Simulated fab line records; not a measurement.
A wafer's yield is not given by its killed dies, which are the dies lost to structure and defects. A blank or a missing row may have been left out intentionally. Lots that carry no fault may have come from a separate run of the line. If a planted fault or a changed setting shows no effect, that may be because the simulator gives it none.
Which tool did it? / flow sky130 / Sampling: 6 lots, 18 wafers, 3 of 708 route steps

## WHAT EACH GAUGE READ, for each wafer
SKY_PASSIVATION_THK_MEAS_01.
lot=L593; measured=day 44 13:44; on=film_metro-03; PASSIVATION_CVD_00_THK (nm)=89.0 88.5 90.4
lot=L595; measured=day 45 04:18; on=film_metro-04; PASSIVATION_CVD_00_THK (nm)=89.4 90.6 88.9
lot=L601; measured=day 46 18:41; on=film_metro-03; PASSIVATION_CVD_00_THK (nm)=90.1 88.7 92.7
lot=L606; measured=day 47 12:53; on=film_metro-04; PASSIVATION_CVD_00_THK (nm)=90.1 91.6 90.5
lot=L612; measured=day 48 19:52; on=film_metro-04; PASSIVATION_CVD_00_THK (nm)=90.2 89.7 91.8
lot=L614; measured=day 49 11:14; on=film_metro-03; PASSIVATION_CVD_00_THK (nm)=89.9 89.4 89.4

## EACH LOT AND THE TOOL THAT RAN IT (in order: tool; ch and the chambers of the sampled wafers; start)
lot=L593; SKY_CAP2M_METAL_ETCH_13=rie_metal-04 ch 0,1, day 41 12:15; SKY_METAL4_CLEAN_21=wet_bench-02 ch 3, day 42 13:41
lot=L595; SKY_CAP2M_METAL_ETCH_13=rie_metal-04 ch 0,1, day 42 04:38; SKY_METAL4_CLEAN_21=wet_bench-04 ch 2, day 43 05:12
lot=L601; SKY_CAP2M_METAL_ETCH_13=rie_metal-02 ch 0,1, day 43 21:43; SKY_METAL4_CLEAN_21=wet_bench-02 ch 3, day 44 21:28
lot=L606; SKY_CAP2M_METAL_ETCH_13=rie_metal-02 ch 0,1, day 44 17:27; SKY_METAL4_CLEAN_21=wet_bench-02 ch 0, day 45 16:35
lot=L612; SKY_CAP2M_METAL_ETCH_13=rie_metal-02 ch 0,1, day 46 02:25; SKY_METAL4_CLEAN_21=wet_bench-03 ch 3, day 47 01:14
lot=L614; SKY_CAP2M_METAL_ETCH_13=rie_metal-04 ch 0, day 46 21:31; SKY_METAL4_CLEAN_21=wet_bench-03 ch 1, day 47 19:22
- SKY_CAP2M_METAL_ETCH_13: etches TiN in Cl2/BCl3, stops on SiO2, target depth 220 nm, time 62.9 s.
- SKY_METAL4_CLEAN_21: cleans in IPA, time 180 s.

## THE ANSWER, worked out from the rows above alone
Rule: the lots themselves supply what counts as usual. Put in order of their means at a reading, lots are off if they are a third of the lots or fewer, leave a main group of 4 or more, and stand apart from it by a gap of 3 or more times the standard deviation of the main group's means; of several such gaps the widest counts. A main group is skipped when, at the precision printed for the reading in the tables above, its means are all equal. Also off: a lot with no number at a reading for which 4 or more lots have one. Where the step has rows for the other lots, those lots are counted as sound.
Across all readings shown, no lot is off: no conclusion can be drawn from this.

## WHAT THE SIMULATOR HAD INSERTED
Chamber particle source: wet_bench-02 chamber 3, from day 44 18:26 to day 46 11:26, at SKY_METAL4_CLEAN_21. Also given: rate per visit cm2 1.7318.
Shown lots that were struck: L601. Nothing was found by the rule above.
